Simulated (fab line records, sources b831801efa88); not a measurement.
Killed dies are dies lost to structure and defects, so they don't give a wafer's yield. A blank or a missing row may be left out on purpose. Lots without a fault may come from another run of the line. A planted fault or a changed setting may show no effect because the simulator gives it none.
A struck lot beside a sound one | flow gf180mcu | 15 steps out of a route of 602
Sound: wafers L764.1, L764.2, L764.3. Struck: wafers L767.4, L767.5. (L767.3 of the same lot was not struck and is left out.) The cause comes at the end.
At each step with rows: each side's tool, then ch and its chambers, then its first start. Under that, the readings that differ: sound wafers | struck wafers | difference of the means | sigmas: that difference in standard deviations of wafers without a fault.
alike: readings whose means differ by less than 2 such deviations, and words and numbers that are the same on both sides. not compared: withheld readings, readings that some wafer has no value for, bounds like >300 that may hide the same value, and numbers for which the record gives no deviation and whose values overlap.
The two part at a step that has a row with sigmas, a row that says differs or no value, or rows on one side only. Numbers that don't overlap but have no deviation are shown without sigmas and don't part them. A reading that every wafer of one side lacks parts them only if that side has two wafers or more.

GF_V5_CD_MEAS_14: target cd 260 nm.
  sound on cd_sem-01, day 29 00:59; struck on cd_sem-01, day 29 18:04
  alike: cd_nm
GF_V5_OVL_MEAS_15:
  sound on overlay-01, day 29 01:06; struck on overlay-01, day 29 18:10
  reading     | sound | struck | difference | sigmas
  V5_OVL (nm) | 5 8 5 | -9 -8  | -14        | -3
GF_V5_ETCH_16: etches BARC in N2/H2.
  sound on rie_diel-03 ch 0,1,2, day 29 01:08; struck on rie_diel-01 ch 2, day 29 18:11
  alike: drypump_motor_current_A, oes_product_au, throttle_valve_pct
GF_V5_ETCH_17: etches SiO2 in C4F8/O2/Ar, stops on TiN, target depth 855 nm.
  sound on rie_diel-03 ch 0,1,2; struck on rie_diel-01 ch 2
  alike: oes_product_au
GF_V5_STRIP_18: strips in O2/N2.
  sound on plasma_asher-02 ch 0,1, day 29 01:17; struck on plasma_asher-02 ch 1, day 29 18:22
  alike: drypump_motor_current_A, heater_power_w, oes_product_au
  not compared: rf_hours_counter_h
then, 3 steps without rows for these wafers: GF_V5_STRIP_19 (strips in post etch residue remover, time 1200 s); GF_V5_CLEAN_20 (cleans in DIW); GF_V5_SPUTTER_21 (material Ti, target thk 15 nm, time 80.02 s).
GF_V5_SPUTTER_22: material TiN, target thk 10 nm, time 40 s.
  sound on pvd_sputter-03, day 29 01:53; struck on pvd_sputter-01, day 29 18:56
  alike: throttle_valve_pct
then, 1 step without rows for these wafers: GF_V5_CVD_23 (deposits W, target thk 350 nm, time 104.9 s).
GF_V5_RS_MEAS_24: measures by four-point-probe.
  sound on film_metro-02, day 29 02:02; struck on film_metro-02, day 29 19:08
  alike: V5_W_RS
GF_V5_THK_MEAS_25: measures by xrf.
  sound on film_metro-02, day 29 02:10; struck on film_metro-02, day 29 19:14
  alike: V5_W_THK
GF_V5_CMP_26: polishes, stops on SiO2, t overpolish 15 s, target thk 0 nm.
  sound on cmp-01 ch 1,2,3, day 29 02:13; struck on cmp-02 ch 1, day 29 19:16
  reading              | sound                | struck        | difference | sigmas
  motor_current_A (A)  | 11.6 10.0 10.1       | 13.4 13.6     | +2.9       | +2
  overpolish_run_s (s) | 15.008 15.009 14.989 | 16.586 16.605 | +1.594     | +99 or more
  t_overpolish_s (s)   | 15 15 15             | 16.597 16.597 | +1.597     |
  alike: time_to_endpoint_s
GF_TOP_METAL_SPUTTER_00: material Ti, target thk 37.5 nm, time 150 s.
  sound on pvd_sputter-04, day 29 02:31; struck on pvd_sputter-03, day 29 19:34
  alike: throttle_valve_pct
GF_PASSIVATION_PROBE_99:
  the record has rows for the sound wafers here (prober-02, day 30 17:18) and none for the struck ones

WHERE THEY PART
First at GF_V5_OVL_MEAS_15; last, within this record, at GF_PASSIVATION_PROBE_99.

WHY: what the simulator had put in
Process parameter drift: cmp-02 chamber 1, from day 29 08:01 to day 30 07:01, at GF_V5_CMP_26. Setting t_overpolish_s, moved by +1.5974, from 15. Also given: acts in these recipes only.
